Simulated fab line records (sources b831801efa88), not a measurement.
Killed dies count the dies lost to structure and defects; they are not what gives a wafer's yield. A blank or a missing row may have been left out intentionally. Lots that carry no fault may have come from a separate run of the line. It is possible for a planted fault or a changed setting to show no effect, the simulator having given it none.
Check of tool commonality / flow sky130 / Sample size 11 lots and 33 wafers

## REASON IT WAS OPENED
On 3 of the 11 lots, a flag is raised at SKY_SD_N_CD_MEAS_07 on the reading cdNm. Fault-free wafers read 380.8 nm, with a standard deviation of 2.
Rule: a lot is flagged when every wafer of it that has a number lies more than 4 standard deviations from that mean, or none has a number. The other lots count as sound.

lot=L683; measured=day 28 09:28; on=cdSem-01; cdNm (nm), wafer by wafer=374.8 377.0 377.8; flag=
lot=L684; measured=day 28 18:38; on=cdSem-02; cdNm (nm), wafer by wafer=384.3 381.6 382.3; flag=
lot=L685; measured=day 29 09:16; on=cdSem-01; cdNm (nm), wafer by wafer=435.9 434.2 434.8; flag=FLAGGED
lot=L686; measured=day 29 14:41; on=cdSem-02; cdNm (nm), wafer by wafer=434.6 432.3 430.2; flag=FLAGGED
lot=L687; measured=day 30 05:01; on=cdSem-01; cdNm (nm), wafer by wafer=380.7 382.0 377.6; flag=
lot=L688; measured=day 30 07:41; on=cdSem-01; cdNm (nm), wafer by wafer=382.7 384.1 382.3; flag=
lot=L689; measured=day 30 14:55; on=cdSem-01; cdNm (nm), wafer by wafer=415.9 413.3 411.1; flag=FLAGGED
lot=L696; measured=day 33 02:03; on=cdSem-02; cdNm (nm), wafer by wafer=378.9 378.4 378.3; flag=
lot=L700; measured=day 34 07:58; on=cdSem-01; cdNm (nm), wafer by wafer=383.4 381.8 383.1; flag=
lot=L702; measured=day 34 20:11; on=cdSem-01; cdNm (nm), wafer by wafer=382.2 381.4 382.1; flag=
lot=L703; measured=day 35 03:02; on=cdSem-02; cdNm (nm), wafer by wafer=379.5 380.3 377.9; flag=
The numbers of the flagged lots are 426.9 nm on average: +46.1 nm against the usual, or +23 standard deviations.

## WHICH TOOL EACH LOT WENT THROUGH
The record keeps 1 process step preceding the reading, out of 708 steps on the route. In each cell: the tool, then ch and the chambers that the sampled wafers went through, then the start.
lot=L683; flag=; SKY_SD_N_COAT_02=lithoTrack-03 ch 0, day 27 18:43
lot=L684; flag=; SKY_SD_N_COAT_02=lithoTrack-03 ch 0, day 28 04:14
lot=L685; flag=FLAGGED; SKY_SD_N_COAT_02=lithoTrack-03 ch 0, day 28 18:16
lot=L686; flag=FLAGGED; SKY_SD_N_COAT_02=lithoTrack-03 ch 0, day 29 00:29
lot=L687; flag=; SKY_SD_N_COAT_02=lithoTrack-02 ch 0, day 29 14:58
lot=L688; flag=; SKY_SD_N_COAT_02=lithoTrack-01 ch 0, day 29 17:47
lot=L689; flag=FLAGGED; SKY_SD_N_COAT_02=lithoTrack-03 ch 0, day 30 00:10
lot=L696; flag=; SKY_SD_N_COAT_02=lithoTrack-03 ch 0, day 32 12:16
lot=L700; flag=; SKY_SD_N_COAT_02=lithoTrack-03 ch 0, day 33 18:31
lot=L702; flag=; SKY_SD_N_COAT_02=lithoTrack-03 ch 0, day 34 07:02
lot=L703; flag=; SKY_SD_N_COAT_02=lithoTrack-03 ch 0, day 34 13:02
What these steps do:
- SKY_SD_N_COAT_02: resist thk 1140 nm.
- SKY_SD_N_CD_MEAS_07: target cd 380 nm.

## FLAGGED AGAINST TOTAL, ONE TOOL AT A TIME (gauges that did the reading follow at the end)
step=SKY_SD_N_COAT_02; tool=lithoTrack-01; lots run=1; flagged=0; share of the flagged lots=none; sound lots run after its first flagged lot=-
step=SKY_SD_N_COAT_02; tool=lithoTrack-02; lots run=1; flagged=0; share of the flagged lots=none; sound lots run after its first flagged lot=-
step=SKY_SD_N_COAT_02; tool=lithoTrack-03; lots run=9; flagged=3; share of the flagged lots=all; sound lots run after its first flagged lot=4 (L696,L700,L702,L703)
step=SKY_SD_N_CD_MEAS_07; tool=cdSem-01; lots run=7; flagged=2; share of the flagged lots=some; sound lots run after its first flagged lot=4 (L687,L688,L700,L702)
step=SKY_SD_N_CD_MEAS_07; tool=cdSem-02; lots run=4; flagged=1; share of the flagged lots=some; sound lots run after its first flagged lot=2 (L696,L703)

## WHAT THE TABLE ALLOWS
Rows of the table that ran each flagged lot: 1, that is lithoTrack-03 at SKY_SD_N_COAT_02.
- lithoTrack-03 at SKY_SD_N_COAT_02: 3 of its 9 lots flagged. Lots that were sound ran on it after the first flagged one (L696, L700, L702, L703); a persistent fault on the entire tool would not allow that.
Not one row of the table ran every flagged lot while running no sound lot after the first.

## WHAT THE SIMULATOR HAD PUT IN
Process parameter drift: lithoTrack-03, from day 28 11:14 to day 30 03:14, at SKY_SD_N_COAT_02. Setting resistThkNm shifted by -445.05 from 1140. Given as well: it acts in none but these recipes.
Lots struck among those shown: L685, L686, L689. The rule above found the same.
